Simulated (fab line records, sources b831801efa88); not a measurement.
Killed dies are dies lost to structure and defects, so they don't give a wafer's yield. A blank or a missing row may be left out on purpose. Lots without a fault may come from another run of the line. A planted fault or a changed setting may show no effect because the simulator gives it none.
Chamber matching | flow gf180mcu | GF_V3_CMP_04 on cmp-02: 4 sister chambers
The step polishes SiO2. 14 wafers are shown with their chamber, then 6 later ones without.

WAFERS WITH THEIR CHAMBER
wafer  | chamber | motor_current_A (A) | platen_rpm (rpm) | time_to_endpoint_s (s)
L728.4 | 2       | 11.8                | 60.04            | 75
L728.5 | 3       | 13.1                | 59.93            | 79
L728.6 | 2       | 11.5                | 59.99            | 78
L732.2 | 2       | 11.6                | 59.99            | 97
L732.6 | 3       | 13.3                | 60.03            | 88
L733.1 | 3       | 13.7                | 59.99            | 81
L734.1 | 0       | 14.1                | 59.98            | 84
L734.6 | 3       | 14.3                | 60.02            | 87
L741.1 | 1       | 10.8                | 59.91            | 74
L741.2 | 3       | 14.2                | 59.94            | 80
L741.6 | 0       | 13.6                | 60.02            | 88
L743.1 | 2       | 11.1                | 60.03            | 78
L743.3 | 0       | 13.6                | 60.03            | 78
L743.4 | 1       | 11.3                | 60.06            | 85

SIGNATURES (means of the wafers above)
reading            | chamber 0 | chamber 1 | chamber 2 | chamber 3 | scatter within a chamber
motor_current_A    | 13.767    | 11.050    | 11.500    | 13.720    | 0.41
platen_rpm         | 60.0100   | 59.9850   | 60.0125   | 59.9820   | 0.048
time_to_endpoint_s | 83.33     | 79.50     | 82.00     | 83.00     | 6.98
Rule: a wafer's distance from a chamber is the root of the sum, over the readings, of the square of ((its reading less the chamber's mean) divided by the reading's scatter). The wafer belongs to the nearest chamber; if the next one is less than 2 further off, it can't be placed. The scatter: the root of (the sum of the squares of (reading less its chamber's mean) over the shown wafers, divided by (wafers less chambers)).

WAFERS WITHOUT THEIR CHAMBER
wafer  | motor_current_A (A) | platen_rpm (rpm) | time_to_endpoint_s (s)
L744.1 | 12.1                | 60.04            | 87
L744.3 | 13.5                | 60.00            | 83
L744.4 | 14.0                | 60.00            | 83
L747.3 | 11.3                | 60.01            | 74
L747.4 | 14.3                | 59.99            | 75
L747.6 | 13.7                | 59.98            | 82

WHICH CHAMBER EACH WENT THROUGH
wafer  | from the rows above     | in truth
L744.1 | can't be placed: 2 or 1 | 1
L744.3 | can't be placed: 3 or 0 | 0
L744.4 | can't be placed: 0 or 3 | 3
L747.3 | can't be placed: 1 or 2 | 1
L747.4 | can't be placed: 0 or 3 | 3
L747.6 | can't be placed: 3 or 0 | 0
Placed correctly: 0 of 6. Can't be placed from these rows: 6 (the true chamber is among the candidates in 6). Placed wrongly: 0.
